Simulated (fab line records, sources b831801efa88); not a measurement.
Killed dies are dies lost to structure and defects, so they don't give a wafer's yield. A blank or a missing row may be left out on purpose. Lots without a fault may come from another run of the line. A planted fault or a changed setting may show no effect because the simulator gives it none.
Which tool did it? | flow sky130 | 11 lots, 33 wafers sampled, at 6 steps of a route of 708

WHAT THE GAUGES READ, wafer by wafer
SKY_VT_ADJUST_LVTN_OVL_MEAS_18. Usual: VT_ADJUST_LVTN_01_OVL 0.1 nm, standard deviation 1.2.
lot  | measured     | on         | VT_ADJUST_LVTN_01_OVL (nm) | flag
L292 | day 7 17:58  | overlay-02 | 1.8 0.7 2.7                |
L293 | day 8 01:26  | overlay-01 | 0.9 1.0 -0.2               |
L294 | day 8 10:12  | overlay-02 | 1.6 1.9 -0.6               |
L296 | day 9 01:11  | overlay-01 | -3.1 -1.0 -0.1             |
L297 | day 9 13:00  | overlay-01 | 0.4 0.4 -0.6               |
L298 | day 9 17:55  | overlay-02 | 0.2 0.8 0.9                |
L299 | day 9 21:35  | overlay-01 | -2.8 -1.2 -2.3             |
L303 | day 11 10:17 | overlay-01 | -2.6 -0.2 -1.3             |
L304 | day 11 13:56 | overlay-01 | 1.2 2.0 2.2                |
L307 | day 12 02:43 | overlay-01 | 0.9 -0.6 0.6               |
L308 | day 12 16:14 | overlay-01 | -0.1 0.9 -0.2              |

SKY_SONOS_ONO_OVL_MEAS_14. Usual: SONOS_ONO_OVL 0.0 nm, standard deviation 1.4.
lot  | measured     | on         | SONOS_ONO_OVL (nm) | flag
L292 | day 12 18:41 | overlay-02 | -2.8 -1.7 -3.6     |
L293 | day 13 03:59 | overlay-01 | -0.1 -0.7 -1.9     |
L294 | day 13 12:58 | overlay-01 | 0.8 -1.1 -1.0      |
L296 | day 14 08:09 | overlay-01 | -0.1 -1.0 -1.9     |
L297 | day 14 23:05 | overlay-01 | 0.8 0.4 1.6        |
L298 | day 15 03:53 | overlay-02 | -1.4 -0.4 -0.7     |
L299 | day 15 08:28 | overlay-02 | 1.3 0.0 0.8        |
L303 | day 17 07:25 | overlay-01 | -0.7 -0.6 -0.3     |
L304 | day 17 09:16 | overlay-01 | -0.1 -0.5 1.1      |
L307 | day 18 03:50 | overlay-02 | -0.9 0.6 0.6       |
L308 | day 18 21:19 | overlay-01 | 2.7 0.4 2.7        |

SKY_POLY_GATE_THK_MEAS_01. Usual: POLY_GATE_CVD_00_THK 180.1 nm, standard deviation 1.6.
lot  | measured     | on            | POLY_GATE_CVD_00_THK (nm) | flag
L292 | day 14 02:36 | film_metro-04 | 179.3 179.8 179.2         |
L293 | day 14 13:46 | film_metro-04 | 181.8 181.6 181.4         |
L294 | day 14 20:59 | film_metro-04 | 179.0 178.9 179.2         |
L296 | day 15 19:31 | film_metro-01 | 178.7 177.2 177.7         |
L297 | day 16 09:23 | film_metro-04 | 179.9 179.7 179.3         |
L298 | day 16 16:25 | film_metro-04 | 181.5 180.5 182.1         |
L299 | day 16 19:12 | film_metro-03 | 180.1 179.5 178.7         |
L303 | day 18 21:23 | film_metro-04 | 179.6 179.4 180.7         |
L304 | day 18 20:12 | film_metro-01 | 179.3 177.3 178.4         |
L307 | day 19 14:28 | film_metro-04 | 134.9 135.6 134.9         | OFF
L308 | day 20 09:08 | film_metro-04 | 132.1 129.3 133.8         | OFF

SKY_LDD_N_OVL_MEAS_07. Usual: LDD_N_OVL 0.6 nm, standard deviation 1.6.
lot  | measured     | on         | LDD_N_OVL (nm) | flag
L292 | day 17 21:29 | overlay-02 | 3.4 1.4 0.0    |
L293 | day 18 08:02 | overlay-02 | 2.7 1.1 1.4    |
L294 | day 18 15:02 | overlay-02 | 2.8 0.8 -0.3   |
L296 | day 19 15:59 | overlay-01 | 3.2 2.3 1.3    |
L297 | day 20 09:14 | overlay-01 | -0.1 1.9 0.7   |
L298 | day 20 15:22 | overlay-02 | 1.4 2.2 0.2    |
L299 | day 20 17:34 | overlay-02 | 0.2 0.1 1.6    |
L303 | day 22 21:53 | overlay-01 | 0.5 2.3 0.4    |
L304 | day 22 21:15 | overlay-02 | -2.6 -1.3 0.0  |
L307 | day 23 16:13 | overlay-02 | 0.1 -0.3 1.6   |
L308 | day 24 07:54 | overlay-02 | -1.6 -1.9 -2.4 |

WHICH TOOL RAN EACH LOT (tool, then ch and the chambers of the sampled wafers, then the start)
lot  | SKY_POLY_GATE_CVD_00        | SKY_POLY_GATE_ETCH_17
L292 | lpcvd-01 ch 0, day 14 01:24 | rie_si-01 ch 0,2, day 16 14:31
L293 | lpcvd-01 ch 1, day 14 12:34 | rie_si-02 ch 0,1,3, day 17 00:43
L294 | lpcvd-01 ch 0, day 14 19:45 | rie_si-02 ch 0,1, day 17 07:01
L296 | lpcvd-01 ch 0, day 15 16:49 | rie_si-01 ch 0,2,3, day 18 07:13
L297 | lpcvd-01 ch 0, day 16 08:10 | rie_si-01 ch 1,2,3, day 18 23:25
L298 | lpcvd-01 ch 1, day 16 15:13 | rie_si-01 ch 0,1,3, day 19 05:49
L299 | lpcvd-01 ch 0, day 16 18:00 | rie_si-02 ch 0,1,3, day 19 08:07
L303 | lpcvd-01 ch 1, day 18 20:10 | rie_si-01 ch 0,3, day 21 13:46
L304 | lpcvd-01 ch 1, day 18 18:58 | rie_si-02 ch 1,2,3, day 21 12:46
L307 | lpcvd-01 ch 1, day 19 13:16 | rie_si-02 ch 0,1,2, day 22 08:13
L308 | lpcvd-01 ch 1, day 20 07:55 | rie_si-01 ch 2,3, day 23 02:10
- SKY_POLY_GATE_CVD_00: deposits poly-Si, target thk 180 nm, time 720 s.
- SKY_POLY_GATE_ETCH_17: etches poly-Si in HBr/Cl2, stops on SiO2, target depth 180 nm, time 70.5 s.

WHAT THE TOOLS THEMSELVES READ (means of the sampled wafers that have a number; where no wafer has one, the mark that the record gives instead)
SKY_POLY_GATE_CVD_00. Usual: pressure_mtorr 200.0 mTorr, standard deviation 0.38; spike_tc_upper_C 619.3 C, standard deviation 0.89; zone_power_centre_pct 10.3 %, standard deviation 1.1.
lot  | tool     | pressure_mtorr (mTorr) | spike_tc_upper_C (C) | zone_power_centre_pct (%) | flag
L292 | lpcvd-01 | 199.9                  | 618.0                | 11.4                      |
L293 | lpcvd-01 | 200.0                  | 619.3                | 9.1                       |
L294 | lpcvd-01 | 199.8                  | 619.2                | 11.4                      |
L296 | lpcvd-01 | 200.3                  | 619.7                | 11.4                      |
L297 | lpcvd-01 | 200.3                  | 618.9                | 11.3                      |
L298 | lpcvd-01 | 200.2                  | 619.4                | 9.2                       |
L299 | lpcvd-01 | 200.0                  | 620.0                | 11.3                      |
L303 | lpcvd-01 | 199.5                  | 619.9                | 9.2                       |
L304 | lpcvd-01 | 200.1                  | 619.8                | 9.1                       |
L307 | lpcvd-01 | 200.0                  | 618.6                | 9.1                       |
L308 | lpcvd-01 | 200.0                  | 619.8                | 9.2                       |

SKY_POLY_GATE_ETCH_17. Usual: HBr_flow_sccm 150.0 sccm, standard deviation 0.51; bias_w 100.0 W, standard deviation 0.31; drypump_motor_current_A 5.7 A, standard deviation 0.46; oes_product_au 0.989 a.u., standard deviation 0.0081; throttle_valve_pct 33.684 %, standard deviation 0.0087.
lot  | tool      | HBr_flow_sccm (sccm) | bias_w (W) | drypump_motor_current_A (A) | oes_product_au (a.u.) | throttle_valve_pct (%) | flag
L292 | rie_si-01 | 149.5                | 99.6       | 6.2                         | 0.991                 | 33.677                 |
L293 | rie_si-02 | 149.8                | 100.2      | 5.7                         | 0.982                 | 33.691                 |
L294 | rie_si-02 | 150.2                | 100.1      | 6.1                         | 0.990                 | 33.687                 |
L296 | rie_si-01 | 150.0                | 100.0      | 5.8                         | 0.982                 | 33.684                 |
L297 | rie_si-01 | 150.0                | 100.1      | 5.8                         | 0.986                 | 33.689                 |
L298 | rie_si-01 | 149.3                | 100.0      | 5.6                         | 0.995                 | 33.681                 |
L299 | rie_si-02 | 150.1                | 99.7       | 5.6                         | 0.981                 | 33.690                 |
L303 | rie_si-01 | 150.0                | 100.1      | 5.5                         | 0.992                 | 33.688                 |
L304 | rie_si-02 | 149.9                | 100.0      | 5.5                         | 0.982                 | 33.674                 |
L307 | rie_si-02 | 150.2                | 100.3      | 5.9                         | 0.818                 | 33.688                 | OFF
L308 | rie_si-01 | 149.3                | 99.7       | 5.8                         | 0.801                 | 33.678                 | OFF

THE ANSWER, worked out from the rows above alone
Rule: a lot is off if the mean of its wafers that have a number lies more than 3 standard deviations from the usual mean. A lot without any number at a reading at which 4 lots or more have one is off too. The other lots that the step has rows for count as sound. The gauges are gone through in route order, then the tools' own readings, and for those a lot's mean is taken as printed above. The first step at which some lot is off is used, and at that step the reading that is off furthest; a lot without a number counts as furthest.
Off: L307, L308, at SKY_POLY_GATE_THK_MEAS_01 (POLY_GATE_CVD_00_THK).
A tool fits if, at a process step before that reading, it ran every lot that is off, and no sound lot after the first of them. The gauges at SKY_POLY_GATE_THK_MEAS_01 aren't tried: what is off there is off at SKY_POLY_GATE_ETCH_17 too, on other tools, and a gauge's error can't cause that. One fits: lpcvd-01 at SKY_POLY_GATE_CVD_00. Its last sound lot is L303 (day 18 20:10), its first lot that is off L307 (day 19 13:16): a fault that began between those two fits.

WHAT THE SIMULATOR HAD PUT IN
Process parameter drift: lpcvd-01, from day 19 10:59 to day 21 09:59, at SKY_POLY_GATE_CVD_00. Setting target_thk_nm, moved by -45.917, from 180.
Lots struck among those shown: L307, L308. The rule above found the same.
